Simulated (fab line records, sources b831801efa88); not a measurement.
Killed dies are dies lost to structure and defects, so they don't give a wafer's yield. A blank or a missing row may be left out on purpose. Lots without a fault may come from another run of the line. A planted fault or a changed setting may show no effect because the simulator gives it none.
A struck lot beside a sound one | flow sky130 | 43 steps out of a route of 708
Sound: wafers L569.3, L569.4, L569.6. Struck: wafers L578.1, L578.2, L578.4. The cause comes at the end.
At each step with rows: each side's tool, then ch and its chambers, then its first start. Under that, the readings that differ: sound wafers | struck wafers | difference of the means | sigmas: that difference in standard deviations of wafers without a fault.
alike: readings whose means differ by less than 2 such deviations, and words and numbers that are the same on both sides. not compared: withheld readings, readings that some wafer has no value for, bounds like >300 that may hide the same value, and numbers for which the record gives no deviation and whose values overlap.
The two part at a step that has a row with sigmas, a row that says differs or no value, or rows on one side only. Numbers that don't overlap but have no deviation are shown without sigmas and don't part them. A reading that every wafer of one side lacks parts them only if that side has two wafers or more.

first, 6 steps without rows for these wafers: SKY_SONOS_TUNNEL_HMDS_01 (prime time 60 s); SKY_SONOS_TUNNEL_COAT_02 (resist thk 1140 nm); SKY_SONOS_TUNNEL_SOFTBAKE_03 (time 60 s); SKY_SONOS_TUNNEL_EXPOSE_04 (exposes mask TUNM, target cd 410 nm); SKY_SONOS_TUNNEL_PEB_05; SKY_SONOS_TUNNEL_DEVELOP_06 (develop time 60 s).
SKY_SONOS_TUNNEL_CD_MEAS_07: target cd 410 nm.
  sound on cd_sem-01, day 14 12:59; struck on cd_sem-01, day 16 22:00
  alike: cd_nm
SKY_SONOS_TUNNEL_OVL_MEAS_08:
  sound on overlay-02, day 14 13:05; struck on overlay-02, day 16 22:07
  alike: SONOS_TUNNEL_OVL
then, 3 steps without rows for these wafers: SKY_SONOS_TUNNEL_IMPLANT_09; SKY_SONOS_TUNNEL_WET_ETCH_10 (etches SiO2 in dHF, target depth 14 nm, time 280 s); SKY_SONOS_TUNNEL_STRIP_11 (strips in SPM, time 600 s).
SKY_SONOS_TUNNEL_TW_MEAS_12:
  sound on film_metro-03, day 14 13:32; struck on film_metro-04, day 16 22:34
  alike: SONOS_TUNNEL_TW
SKY_SONOS_TUNNEL_CLEAN_13: cleans in dHF, time 20 s.
  sound on wet_bench-04 ch 3, day 14 13:35; struck on wet_bench-01 ch 2, day 16 22:38
then, 1 step without rows for these wafers: SKY_SONOS_ONO_OXIDATION_00 (stabilise 600 s, purge 300 s, target thk 2.6 nm).
SKY_SONOS_ONO_THK_MEAS_01:
  sound on film_metro-02, day 14 14:58; struck on film_metro-04, day 16 23:59
  alike: SONOS_ONO_OXIDATION_THK
then, 1 step without rows for these wafers: SKY_SONOS_ONO_CVD_02 (deposits Si3N4 from DCS/NH3, target thk 10.5 nm, time 180 s).
SKY_SONOS_ONO_THK_MEAS_03:
  sound on film_metro-03, day 14 23:55; struck on film_metro-04, day 17 02:47
  alike: SONOS_ONO_CVD_02_THK
then, 1 step without rows for these wafers: SKY_SONOS_ONO_CVD_04 (deposits SiO2 from SiH4/N2O, target thk 5.7199 nm).
SKY_SONOS_ONO_THK_MEAS_05:
  sound on film_metro-03, day 15 01:14; struck on film_metro-04, day 17 05:39
  alike: SONOS_ONO_CVD_04_THK
then, 7 steps without rows for these wafers: SKY_SONOS_ONO_DEHYDRATE_06 (time 60 s); SKY_SONOS_ONO_HMDS_07 (prime time 60 s); SKY_SONOS_ONO_COAT_08 (resist thk 1140 nm); SKY_SONOS_ONO_SOFTBAKE_09 (time 60 s); SKY_SONOS_ONO_EXPOSE_10 (exposes mask ONOM, target cd 410 nm); SKY_SONOS_ONO_PEB_11; SKY_SONOS_ONO_DEVELOP_12 (develop time 60 s).
SKY_SONOS_ONO_CD_MEAS_13: target cd 410 nm.
  sound on cd_sem-01, day 16 03:02; struck on cd_sem-01, day 18 10:43
  alike: cd_nm
SKY_SONOS_ONO_OVL_MEAS_14:
  sound on overlay-02, day 16 03:08; struck on overlay-02, day 18 10:50
  alike: SONOS_ONO_OVL
SKY_SONOS_ONO_ETCH_15: etches the open film in CHF3/O2, target depth 19.52 nm, time 7.8 s.
  sound on rie_diel-01 ch 0,3, day 16 03:10; struck on rie_diel-04 ch 0,1,2, day 18 10:52
  alike: chamber_pressure_mTorr, chf3_flow_sccm, drypump_motor_current_A, oes_product_au, rf_fwd_power_W, throttle_valve_pct
  not compared: rf_hours_counter_h
then, 1 step without rows for these wafers: SKY_SONOS_ONO_WET_ETCH_16 (etches SiO2 in dHF, target depth 14 nm, time 280 s).
SKY_SONOS_ONO_STRIP_17: strips in O2/N2.
  sound on plasma_asher-02 ch 0,1, day 16 03:19; struck on plasma_asher-01 ch 0,1, day 18 10:58
  reading                      | sound             | struck            | difference | sigmas
  strip_time_to_endpoint_s (s) | 14.03 14.06 14.07 | 14.11 14.15 14.16 | +0.09      | +2
  alike: chamber_pressure_mTorr, drypump_motor_current_A, oes_product_au
  not compared: rf_hours_counter_h
then, 3 steps without rows for these wafers: SKY_SONOS_ONO_WET_ETCH_18 (etches Si3N4 in H3PO4, target depth 15 nm, time 172 s); SKY_GATE_OXIDE_CLEAN_00 (cleans in SC1/SC2, time 150 s); SKY_GATE_OXIDE_OXIDATION_01 (stabilise 600 s, purge 300 s, target thk 10.268 nm).
SKY_GATE_OXIDE_THK_MEAS_02:
  sound on film_metro-04, day 16 04:55; struck on film_metro-04, day 18 12:35
  alike: GATE_OXIDE_OXIDATION_00_THK
then, 7 steps without rows for these wafers: SKY_GATE_OXIDE_DEHYDRATE_03 (time 60 s); SKY_GATE_OXIDE_HMDS_04 (prime time 60 s); SKY_GATE_OXIDE_COAT_05 (resist thk 1140 nm); SKY_GATE_OXIDE_SOFTBAKE_06 (time 60 s); SKY_GATE_OXIDE_EXPOSE_07 (exposes mask LVOM, target cd 600 nm); SKY_GATE_OXIDE_PEB_08; SKY_GATE_OXIDE_DEVELOP_09 (develop time 60 s).
-- the record jumps here: 31 days lie between the struck wafers' starts before and after (it left off in module GATE_OXIDE and takes up again in module PAD_OPEN, whose first step shown is number 708 of the route) --
SKY_PAD_OPEN_PROBE_99:
  sound on prober-02, day 48 06:23; struck on prober-01, day 49 14:14
  reading             | sound    | struck      | difference | sigmas
  killed_at_front_end | 18 14 11 | 55 60 66    | +46        | +10
  killed_at_other     | 2 1 1    | 0 0 0       | -1         | -3
  killed_dies         | 74 74 80 | 131 115 142 | +53        | +6
  alike: killed_at_M0_to_M3, killed_at_M4_up, killed_at_contacts, killed_open, killed_short

WHERE THEY PART
First at SKY_SONOS_ONO_STRIP_17; last, within this record, at SKY_PAD_OPEN_PROBE_99.

WHY: what the simulator had put in
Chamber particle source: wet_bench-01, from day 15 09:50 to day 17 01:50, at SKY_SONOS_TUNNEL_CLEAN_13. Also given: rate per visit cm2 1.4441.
